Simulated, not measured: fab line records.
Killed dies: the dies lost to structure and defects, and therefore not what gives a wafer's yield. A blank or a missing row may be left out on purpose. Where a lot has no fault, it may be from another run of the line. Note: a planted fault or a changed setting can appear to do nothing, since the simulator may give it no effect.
fab line records ; flow sky130
record lots=13; wafers=39; last_day=50
route steps=708 shown VT_ADJUST_LVTN@104 VT_ADJUST_HVTR@141 VT_ADJUST_PCH@146 PAD_OPEN@708
lots that met no fault: from a run of the same line without faults
start_h: hours from the record's opening day to when the first of the lot's shown wafers began ; wait_h: how many hours have passed since the lot's step before this one ; " unchanged from the row above ; L1.1+2: one row covering several wafers at once ; - no value, or no start was given ; * or withheld: withheld ; < > ~ a bound
route shown NAME@n: NAME is a module with steps in the file, n the number in the route of the first one ; usual: the fault-free wafers' mean and standard deviation ; same: alike in all rows ; chamber/n: place in a boat ; sites: per-site readings ; _std_site: how widely they spread, as a standard deviation ; _edge_site: mean of outer sites minus mean of inner sites ; radius_mm: for every site, how far away it sits from the centre of the wafer ; mask NAME#n: copy n ; behind: the tool/chamber that last shaped the wafer ; hold: why the lot went on hold/how many hours it stayed there/how the hold came to an end ; device: names the non-switching transistor (n, p or np) ; end of line: tests run on the same wafers once the route is complete ; step lacking rows: just its recipe ; killed: the dies lost at the first sort to structure and to defects; this is not the yield of the wafer ; map: shows each die of a wafer: x if killed, . if not, _ if none is there
set.NAME: setting as actually run; set.NAME@STEP: the setting as run at that earlier step ; model.NAME: the simulator's own value behind a step, which no gauge read
route steps across a sampled set of lots; one table per step, one row per wafer
services: the hour from which a tool's chamber was out of use, counted from the record's first day as start_h (under 0 if before that day), plus the number of hours and why
## steps
# step SKY_VT_ADJUST_LVTN_OVL_MEAS_07
# usual VT_ADJUST_LVTN_OVL=-1.0/1.5
lot.wafer;tool;chamber;start_h;wait_h;VT_ADJUST_LVTN_OVL[nm]
L829.2;overlay-01;-;154.78;-;1.1
L829.3;overlay-01;-;154.78;-;-0.5
L829.6;overlay-01;-;154.78;-;-2.5
L830.1;overlay-02;-;165.43;-;-2.8
L830.2;overlay-02;-;165.43;-;-3.9
L830.4;overlay-02;-;165.43;-;-4.3
L832.2;overlay-02;-;170.71;-;0.2
L832.4;overlay-02;-;170.71;-;2.0
L832.5;overlay-02;-;170.71;-;0.4
L833.1;overlay-01;-;172.73;-;-2.1
L833.2;overlay-01;-;172.73;-;-1.8
L833.5;overlay-01;-;172.73;-;-1.3
L834.2;overlay-01;-;180.26;-;0.2
L834.5;overlay-01;-;180.26;-;-0.1
L834.6;overlay-01;-;180.26;-;-1.2
L836.3;overlay-02;-;188.32;-;-2.8
L836.4;overlay-02;-;188.32;-;-1.1
L836.6;overlay-02;-;188.32;-;-1.3
L837.1;overlay-02;-;202.18;-;-1.5
L837.2;overlay-02;-;202.18;-;-2.5
L837.4;overlay-02;-;202.18;-;-2.7
L838.1;overlay-01;-;202.66;-;-0.2
L838.2;overlay-01;-;202.66;-;0.3
L838.6;overlay-01;-;202.66;-;-2.7
L841.2;overlay-02;-;219.68;-;-1.1
L841.4;overlay-02;-;219.68;-;0.5
L841.6;overlay-02;-;219.68;-;0.6
L842.3;overlay-01;-;227.84;-;-0.9
L842.4;overlay-01;-;227.84;-;-1.5
L842.6;overlay-01;-;227.84;-;-2.8
L848.1;overlay-02;-;271.68;-;0.2
L848.3;overlay-02;-;271.68;-;-2.1
L848.4;overlay-02;-;271.68;-;-2.3
L851.2;overlay-01;-;287.71;-;-3.6
L851.3;overlay-01;-;287.71;-;-1.3
L851.5;overlay-01;-;287.71;-;-0.6
L852.1;overlay-01;-;291.58;-;-0.7
L852.3;overlay-01;-;291.58;-;-1.5
L852.6;overlay-01;-;291.58;-;-0.8
# step SKY_VT_ADJUST_HVTR_STRIP_10
# recipe chemistry=O2/N2; power_w=1400; pressure_mtorr=1500; platen_temp_c=withheld; o2_flow_sccm=3000; n2_flow_sccm=300; overash_fraction=0.5
# usual drypump_motor_current_A=5.7/0.31; oes_product_au=0.716/0.0042; strip_time_to_endpoint_s=14.18/0.034
lot.wafer;tool;chamber;start_h;wait_h;drypump_motor_current_A;oes_product_au;rf_hours_counter_h;strip_time_to_endpoint_s
L829.2;plasma_asher-01;0;218.86;0.1;6.1;0.716;42;14.13
L829.3;plasma_asher-01;0;218.86;0.1;6.1;0.710;-;14.15
L829.6;plasma_asher-01;1;218.86;0.1;5.7;0.717;-;14.18
L830.1;plasma_asher-02;1;230.87;0.1;6.1;0.714;52;14.20
L830.2;plasma_asher-02;0;230.87;0.1;5.8;0.721;52;14.17
L830.4;plasma_asher-02;0;230.87;0.1;5.7;0.716;-;14.18
L832.2;plasma_asher-03;1;237.77;0.1;5.4;0.713;12;14.18
L832.4;plasma_asher-03;0;237.77;0.1;5.3;0.722;-;14.20
L832.5;plasma_asher-03;0;237.77;0.1;5.3;0.711;-;14.16
L833.1;plasma_asher-03;0;238.58;0.1;5.3;0.717;12;14.20
L833.2;plasma_asher-03;1;238.58;0.1;5.4;0.718;12;14.17
L833.5;plasma_asher-03;0;238.58;0.1;5.3;0.723;-;14.18
L834.2;plasma_asher-02;0;247.78;0.1;5.8;0.717;53;14.21
L834.5;plasma_asher-02;0;247.78;0.1;5.7;0.708;-;14.23
L834.6;plasma_asher-02;1;247.78;0.1;6.1;0.714;-;14.23
L836.3;plasma_asher-01;0;256.15;0.1;6.1;0.710;-;14.22
L836.4;plasma_asher-01;1;256.15;0.1;5.7;0.714;-;14.20
L836.6;plasma_asher-01;0;256.15;0.1;6.1;0.723;-;14.22
L837.1;plasma_asher-03;1;270.07;0.1;5.5;0.722;15;14.20
L837.2;plasma_asher-03;0;270.07;0.1;5.3;0.717;15;14.19
L837.4;plasma_asher-03;0;270.07;0.1;5.3;0.710;-;14.23
L838.1;plasma_asher-01;1;270.76;0.1;5.6;0.718;47;14.09
L838.2;plasma_asher-01;0;270.76;0.1;6.2;0.715;47;14.16
L838.6;plasma_asher-01;1;270.76;0.1;5.6;0.717;-;14.14
L841.2;plasma_asher-03;1;297.95;0.1;5.4;0.716;17;14.24
L841.4;plasma_asher-03;1;297.95;0.1;5.4;0.716;-;14.25
L841.6;plasma_asher-03;1;297.95;0.1;5.4;0.713;-;14.23
L842.3;plasma_asher-01;1;300.03;0.1;5.6;0.722;-;14.22
L842.4;plasma_asher-01;0;300.03;0.1;6.2;0.719;-;14.17
L842.6;plasma_asher-01;0;300.03;0.1;6.1;0.718;-;14.19
L848.1;plasma_asher-02;0;346.78;0.1;5.7;0.717;63;14.14
L848.3;plasma_asher-02;1;346.78;0.1;6.0;0.717;-;14.14
L848.4;plasma_asher-02;0;346.78;0.1;5.7;0.724;-;14.13
L851.2;plasma_asher-02;1;365.12;0.1;6.1;0.721;65;14.15
L851.3;plasma_asher-02;1;365.12;0.1;6.0;0.711;-;14.12
L851.5;plasma_asher-02;0;365.12;0.1;5.7;0.714;-;14.14
L852.1;plasma_asher-02;0;368.98;0.1;5.8;0.709;65;14.16
L852.3;plasma_asher-02;1;368.98;0.1;6.1;0.717;-;14.19
L852.6;plasma_asher-02;1;368.98;0.1;6.1;0.716;-;14.16
# step SKY_VT_ADJUST_PCH_SOFTBAKE_03
# recipe temp_c=110; time_s=withheld
# usual heater_power_total_W=65.32/0.14; plate_temp_C=110.00/0.13
lot.wafer;tool;chamber;start_h;wait_h;heater_power_total_W;plate_temp_C
L829.2;litho_track-03;0;230.26;0.1;65.44;109.77
L829.3;litho_track-03;0;230.26;0.1;65.56;110.04
L829.6;litho_track-03;0;230.26;0.1;65.33;109.86
L830.1;litho_track-03;0;241.83;0.1;65.15;110.04
L830.2;litho_track-03;0;241.83;0.1;65.45;110.16
L830.4;litho_track-03;0;241.83;0.1;65.42;110.30
L832.2;litho_track-03;0;248.86;0.1;65.21;109.84
L832.4;litho_track-03;0;248.86;0.1;65.18;110.07
L832.5;litho_track-03;0;248.86;0.1;65.10;109.70
L833.1;litho_track-01;0;250.06;0.1;65.17;110.29
L833.2;litho_track-01;0;250.06;0.1;65.46;110.11
L833.5;litho_track-01;0;250.06;0.1;65.40;109.94
L834.2;litho_track-04;0;258.63;0.1;65.38;110.20
L834.5;litho_track-04;0;258.63;0.1;65.26;110.25
L834.6;litho_track-04;0;258.63;0.1;65.11;110.14
L836.3;litho_track-01;0;267.23;0.1;65.15;109.95
L836.4;litho_track-01;0;267.23;0.1;65.50;109.83
L836.6;litho_track-01;0;267.23;0.1;65.33;109.95
L837.1;litho_track-04;0;281.60;0.1;65.10;110.01
L837.2;litho_track-04;0;281.60;0.1;65.10;110.03
L837.4;litho_track-04;0;281.60;0.1;65.47;109.92
L838.1;litho_track-01;0;282.31;0.1;65.20;109.78
L838.2;litho_track-01;0;282.31;0.1;65.50;109.91
L838.6;litho_track-01;0;282.31;0.1;65.13;109.82
L841.2;litho_track-01;0;308.74;0.1;66.57;111.29
L841.4;litho_track-01;0;308.74;0.1;66.30;111.30
L841.6;litho_track-01;0;308.74;0.1;66.33;111.22
L842.3;litho_track-01;0;311.93;0.1;66.29;111.16
L842.4;litho_track-01;0;311.93;0.1;66.57;111.28
L842.6;litho_track-01;0;311.93;0.1;66.21;111.21
L848.1;litho_track-04;0;359.70;0.1;65.17;109.92
L848.3;litho_track-04;0;359.70;0.1;65.23;109.82
L848.4;litho_track-04;0;359.70;0.1;65.24;109.95
L851.2;litho_track-03;0;379.21;0.1;65.49;110.01
L851.3;litho_track-03;0;379.21;0.1;65.32;109.96
L851.5;litho_track-03;0;379.21;0.1;65.20;109.70
L852.1;litho_track-03;0;382.53;0.1;65.29;109.80
L852.3;litho_track-03;0;382.53;0.1;65.31;110.02
L852.6;litho_track-03;0;382.53;0.1;65.35;109.84
# step SKY_VT_ADJUST_PCH_OVL_MEAS_07
# usual VT_ADJUST_PCH_OVL=-0.9/1.7
lot.wafer;tool;chamber;start_h;wait_h;VT_ADJUST_PCH_OVL[nm]
L829.2;overlay-01;-;241.38;-;0.6
L829.3;overlay-01;-;241.38;-;2.5
L829.6;overlay-01;-;241.38;-;1.4
L830.1;overlay-01;-;253.78;-;-2.5
L830.2;overlay-01;-;253.78;-;-0.4
L830.4;overlay-01;-;253.78;-;-2.2
L832.2;overlay-01;-;260.32;-;0.5
L832.4;overlay-01;-;260.32;-;-1.4
L832.5;overlay-01;-;260.32;-;0.0
L833.1;overlay-02;-;261.65;-;-1.7
L833.2;overlay-02;-;261.65;-;-1.7
L833.5;overlay-02;-;261.65;-;-1.2
L834.2;overlay-02;-;270.41;-;-1.4
L834.5;overlay-02;-;270.41;-;1.1
L834.6;overlay-02;-;270.41;-;0.9
L836.3;overlay-01;-;279.44;-;0.5
L836.4;overlay-01;-;279.44;-;0.4
L836.6;overlay-01;-;279.44;-;1.0
L837.1;overlay-01;-;293.98;-;0.7
L837.2;overlay-01;-;293.98;-;0.5
L837.4;overlay-01;-;293.98;-;-0.3
L838.1;overlay-02;-;294.90;-;-0.8
L838.2;overlay-02;-;294.90;-;-2.1
L838.6;overlay-02;-;294.90;-;-1.2
L841.2;overlay-01;-;321.88;-;2.5
L841.4;overlay-01;-;321.88;-;1.0
L841.6;overlay-01;-;321.88;-;0.5
L842.3;overlay-02;-;324.94;-;-2.7
L842.4;overlay-02;-;324.94;-;-6.0
L842.6;overlay-02;-;324.94;-;-4.8
L848.1;overlay-02;-;372.95;-;-0.4
L848.3;overlay-02;-;372.95;-;-1.2
L848.4;overlay-02;-;372.95;-;-0.5
L851.2;overlay-02;-;393.08;-;-2.6
L851.3;overlay-02;-;393.08;-;-3.0
L851.5;overlay-02;-;393.08;-;-0.7
L852.1;overlay-02;-;396.51;-;-0.4
L852.3;overlay-02;-;396.51;-;0.9
L852.6;overlay-02;-;396.51;-;-1.8
# step SKY_PAD_OPEN_PROBE_99
# usual killed_at_M0_to_M3=43/7.1; killed_at_M4_up=3.0/1.6; killed_at_contacts=24/5.3; killed_at_front_end=16/4.1; killed_at_other=0.5/0.82; killed_dies=86/9.4; killed_open=46/6.9; killed_short=39/6.5
# same gross_dies=492; killed_at_back_side=0
lot.wafer;tool;chamber;start_h;wait_h;killed_at_M0_to_M3;killed_at_M4_up;killed_at_contacts;killed_at_front_end;killed_at_other;killed_dies;killed_open;killed_short
L829.2;prober-01;-;1086.26;0.1;39;2;31;29;3;104;54;47
L829.3;prober-01;-;1086.31;0.2;36;4;30;21;2;93;59;33
L829.6;prober-01;-;1086.46;0.2;38;4;30;13;1;86;48;36
L834.2;prober-01;-;1114.81;0.1;40;2;35;15;0;92;55;37
L834.5;prober-01;-;1114.96;0.2;45;3;27;14;2;91;49;40
L834.6;prober-01;-;1115.01;0.2;47;0;25;14;0;86;47;39
L837.1;prober-02;-;1129.94;0.1;39;7;20;15;0;81;47;34
L837.2;prober-02;-;1129.99;0.1;35;7;15;11;1;69;34;34
L837.4;prober-02;-;1130.09;0.2;42;2;25;20;0;89;45;44
L841.2;prober-02;-;1150.62;0.1;31;5;22;11;0;69;44;23
L841.4;prober-02;-;1150.72;0.2;43;1;22;14;0;80;37;42
L841.6;prober-02;-;1150.82;0.2;41;3;28;17;0;89;43;45
L842.3;prober-01;-;1157.30;0.2;57;1;23;17;0;98;51;47
L842.4;prober-01;-;1157.35;0.2;50;4;19;15;0;88;46;42
L842.6;prober-01;-;1157.45;0.2;44;2;40;13;0;99;53;46
# killed by level:class
L829.2 CONTACT:geometric_particle:open=11 POLY_GATE:geometric_particle:short=10 VIA1:geometric_particle:open=8 LI_CONTACT:geometric_particle:open=6 CONTACT:geometric_particle:short=6 VIA3:geometric_particle:open=6 FIELD_ISO:geometric_particle:short=5 POLY_GATE:geometric_particle:open=5
L829.3 CONTACT:geometric_particle:open=11 LI_CONTACT:geometric_particle:open=10 VIA3:geometric_particle:open=9 VIA2:geometric_particle:open=7 POLY_GATE:geometric_particle:short=5 POLY_GATE:geometric_particle:open=5 VIA1:geometric_particle:open=5 SPACER:geometric_particle:open=4
L829.6 CONTACT:geometric_particle:open=13 VIA1:geometric_particle:open=13 CONTACT:geometric_particle:short=7 LI_CONTACT:geometric_particle:open=6 VIA2:geometric_particle:open=5 METAL3:geometric_particle:short=4 VIA3:geometric_particle:open=4 FIELD_ISO:geometric_particle:open=3
L834.2 CONTACT:geometric_particle:open=13 LI_CONTACT:geometric_particle:open=11 VIA1:geometric_particle:open=8 VIA3:geometric_particle:short=6 VIA3:geometric_particle:open=5 LOCAL_INTERCONNECT:geometric_particle:short=5 LI_CONTACT:geometric_particle:short=4 METAL1:geometric_particle:short=4
L834.5 VIA1:geometric_particle:open=11 CONTACT:geometric_particle:open=10 CONTACT:geometric_particle:short=7 VIA1:geometric_particle:short=6 VIA3:geometric_particle:open=6 VIA3:geometric_particle:short=6 LI_CONTACT:geometric_particle:open=5 METAL2:geometric_particle:short=5
L834.6 VIA1:geometric_particle:open=11 CONTACT:geometric_particle:open=9 LI_CONTACT:geometric_particle:open=8 METAL1:geometric_particle:short=6 METAL2:geometric_particle:short=6 VIA2:geometric_particle:open=6 METAL3:geometric_particle:short=6 FIELD_ISO:geometric_particle:open=4
L837.1 VIA1:geometric_particle:open=14 LOCAL_INTERCONNECT:geometric_particle:short=6 FIELD_ISO:geometric_particle:open=5 CONTACT:geometric_particle:open=5 VIA3:geometric_particle:short=4 POLY_GATE:geometric_particle:open=4 LI_CONTACT:geometric_particle:open=4 CONTACT:geometric_particle:short=4
L837.2 METAL2:geometric_particle:short=8 VIA1:geometric_particle:open=7 LI_CONTACT:geometric_particle:open=6 METAL4:geometric_particle:short=6 METAL1:geometric_particle:short=5 VIA3:geometric_particle:open=5 POLY_GATE:geometric_particle:open=3 CONTACT:geometric_particle:open=3
L837.4 VIA3:geometric_particle:open=8 LI_CONTACT:geometric_particle:open=8 METAL2:geometric_particle:short=6 CONTACT:geometric_particle:open=6 VIA1:geometric_particle:open=5 FIELD_ISO:geometric_particle:short=4 POLY_GATE:geometric_particle:short=4 POLY_GATE:geometric_particle:open=4
L841.2 CONTACT:geometric_particle:open=13 VIA1:geometric_particle:open=11 LI_CONTACT:geometric_particle:open=5 VIA1:geometric_particle:short=5 FIELD_ISO:geometric_particle:open=4 METAL2:geometric_particle:short=4 POLY_GATE:geometric_particle:short=3 CONTACT:geometric_particle:short=2
L841.4 CONTACT:geometric_particle:open=10 METAL2:geometric_particle:short=9 VIA3:geometric_particle:open=7 VIA1:geometric_particle:open=7 LOCAL_INTERCONNECT:geometric_particle:short=6 VIA1:geometric_particle:short=5 VIA3:geometric_particle:short=5 FIELD_ISO:geometric_particle:open=4
L841.6 VIA1:geometric_particle:open=11 CONTACT:geometric_particle:open=7 FIELD_ISO:geometric_particle:open=6 LI_CONTACT:geometric_particle:open=6 CONTACT:geometric_particle:short=6 METAL1:geometric_particle:short=6 METAL2:geometric_particle:short=6 LI_CONTACT:geometric_particle:short=5
L842.3 VIA1:geometric_particle:open=14 CONTACT:geometric_particle:open=11 VIA1:geometric_particle:short=8 VIA2:geometric_particle:open=8 METAL1:geometric_particle:short=7 FIELD_ISO:geometric_particle:short=5 METAL3:geometric_particle:short=5 LI_CONTACT:geometric_particle:open=4
L842.4 VIA1:geometric_particle:open=11 LI_CONTACT:geometric_particle:open=8 VIA3:geometric_particle:open=8 METAL1:geometric_particle:short=7 METAL3:geometric_particle:short=6 VIA2:geometric_particle:short=4 LOCAL_INTERCONNECT:geometric_particle:short=4 CONTACT:geometric_particle:open=4
L842.6 LI_CONTACT:geometric_particle:open=14 VIA1:geometric_particle:open=11 CONTACT:geometric_particle:open=10 VIA1:geometric_particle:short=8 LI_CONTACT:geometric_particle:short=7 FIELD_ISO:geometric_particle:short=6 VIA2:geometric_particle:open=5 CONTACT:geometric_particle:short=5
## services
tool;chamber;start_h;hours;kind
plasma_asher-02;-;205.82;0.7;repair
plasma_asher-03;-;217.35;1.6;repair
plasma_asher-02;-;241.94;1.7;repair
## key
first_sign step=SKY_VT_ADJUST_PCH_SOFTBAKE_03; reading=plate_temp_C; direction=up; sigmas=9.7; usual=*; struck=*
effect step=SKY_VT_ADJUST_PCH_SOFTBAKE_03; reading=heater_power_total_W; direction=up; sigmas=7.6; usual=*; struck=*
met_at SKY_VT_ADJUST_PCH_SOFTBAKE_03
struck_lots L841,L842
tester_left_out L841,L842
not_acting_at SKY_VT_ADJUST_LVTN_OVL_MEAS_07,SKY_VT_ADJUST_HVTR_STRIP_10,SKY_VT_ADJUST_PCH_OVL_MEAS_07
onset_between 282.31 308.74
fault kind=process_parameter_drift; tool=litho_track-01; chamber=-; onset_h=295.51; steps=SKY_VT_ADJUST_PCH_SOFTBAKE_03; channel=temp_c; offset=*; shape=step; end_h=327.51; acts_in=*; stated=*
# tester_left_out: of these lots the tester's yield and bins aren't shown, on N5 and GAA mostly nor the transistor test; their killed dies are dies lost to structure and defects alone, not to doping, threshold or leakage, so they don't give the yield
